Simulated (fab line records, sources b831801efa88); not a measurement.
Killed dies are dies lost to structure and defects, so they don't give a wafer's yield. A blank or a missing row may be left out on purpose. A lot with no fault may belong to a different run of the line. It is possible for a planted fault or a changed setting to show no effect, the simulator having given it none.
A lot that was struck, set against a sound lot	flow sfq-line	15 steps out of a route of 325
Sound: these wafers, L451.4, L451.5, L451.6. Wafers struck: L462.5, L462.6. The cause is given at the end.
Each step with rows lists, per side, the tool, then ch with its chambers, then its first start. Under that, the readings that differ: sound wafers	struck wafers	difference of the means	sigmas: that difference in standard deviations of wafers without a fault.
alike: a reading whose means differ by less than 2 such deviations, as well as words and numbers matching on both sides. not compared: withheld readings; readings where some wafer has no value; bounds like >300 that might hide an equal value; numbers whose values overlap and for which the record gives no deviation.
A row with sigmas, a row that says differs or no value, or rows on one side alone: a step with any of these is where the two part. Non-overlapping numbers with no deviation appear without sigmas and do not part them. Lack of a reading on every wafer of one side parts them only where that side has two or more wafers.

first, 1 step without rows for these wafers: SFQ_TRILAYER_M6_STRIP_SOLV_CLEAN_164 (cleans in NMP, time 600 s).
SFQ_TRILAYER_I6_DEP_PECVD_165: deposits SiO2 from SiH4/N2O, time 111.11 s, target thk 500 nm.
  sound on pecvd-01 ch 0,1,2, day 60 14:11; struck on pecvd-01 ch 0,2, day 63 15:33
  alike: heater-power-w, throttle-valve-pct
SFQ_TRILAYER_I6_CMP_CMP_166: polishes SiO2.
  sound on cmp-01 ch 0,2,3, day 60 20:57; struck on cmp-01 ch 0,3, day 63 17:35
  alike: motor-current-A, time-to-endpoint-s
SFQ_I6_BOW_MEAS_941:
  sound: film-metro-02 at day 60 22:31; struck: film-metro-01 at day 63 18:40
  alike: I6_BOW
SFQ_TRILAYER_I6_METRO_MEASURE_167:
  sound: film-metro-02 at day 60 23:10; struck: film-metro-01 at day 63 19:31
  alike: thk-nm
then, 6 steps without rows for these wafers: SFQ_TRILAYER_I6_VIA_LITHO_COAT_174 (resist thk 62 nm); SFQ_TRILAYER_I6_VIA_LITHO_COAT_169 (resist thk 650 nm); SFQ_TRILAYER_I6_VIA_LITHO_SOFTBAKE_173; SFQ_TRILAYER_I6_VIA_LITHO_EXPOSE_170 (exposes mask I6, target cd 700 nm); SFQ_TRILAYER_I6_VIA_LITHO_PEB_172 (peb time 60 s); SFQ_TRILAYER_I6_VIA_LITHO_DEVELOP_171 (time 60 s).
-- the record jumps here: 4 days lie between the struck wafers' starts before and after --
SFQ_I6_OVL_MEAS_942:
  sound: overlay-02 at day 65 06:45; struck: overlay-01 at day 68 06:19
  alike: I6_OVL
SFQ_TRILAYER_I6_VIA_BARC_OPEN_VIA_ETCH_235: etches BARC in O2, target depth 125 nm, time 41.7 s.
  sound on rie-diel-02 ch 0,1,2, day 65 06:46; struck on rie-diel-02 ch 2,3, day 68 06:21
reading	sound	struck	difference	sigmas
oes-product-au (a.u.)	0.681 0.678 0.679	0.635 0.630	-0.047	-10
run-length-s (s)	69.7 70.2 69.7	79.8 79.2	+9.6	+17
model.KrF_of_TRILAYER_I6_VIA_LITHO_COAT_169.thk-nm (nm)	571.6 571.4 571.2	563 561.3	-9	
  alike: drypump-motor-current-A
  not compared: rf-hours-counter-h
SFQ_TRILAYER_I6_VIA_ETCH_VIA_ETCH_172: etches SiO2 in CHF3, stops on Nb, target depth 260 nm.
  sound on rie-diel-02 ch 0,1,2, day 65 06:48; struck on rie-diel-02 ch 2,3, day 68 06:25
reading	sound	struck	difference	sigmas
model.KrF_of_TRILAYER_I6_VIA_LITHO_COAT_169.thk-nm (nm)	526.1 526.6 527	518.6 515.9	-9.3	
  alike: drypump-motor-current-A, oes-product-au
SFQ_TRILAYER_I6_VIA_STRIP_STRIP_173: strips in O2.
  sound on rie-metal-04 ch 0,1, day 65 07:07; struck on rie-metal-02 ch 0,1, day 68 06:53
reading	sound	struck	difference	sigmas
oes-product-au (a.u.)	1.031 1.025 1.025	0.989 1.000	-0.032	-2
  alike: drypump-motor-current-A
  not compared: rf-hours-counter-h

WHERE THEY PART
Last at SFQ_TRILAYER_I6_VIA_STRIP_STRIP_173 as far as this record goes, first at SFQ_TRILAYER_I6_VIA_BARC_OPEN_VIA_ETCH_235.

WHY: the cause the simulator had injected
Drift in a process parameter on rie-diel-02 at SFQ_TRILAYER_I6_VIA_BARC_OPEN_VIA_ETCH_235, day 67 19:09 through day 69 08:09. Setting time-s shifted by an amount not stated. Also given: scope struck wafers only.
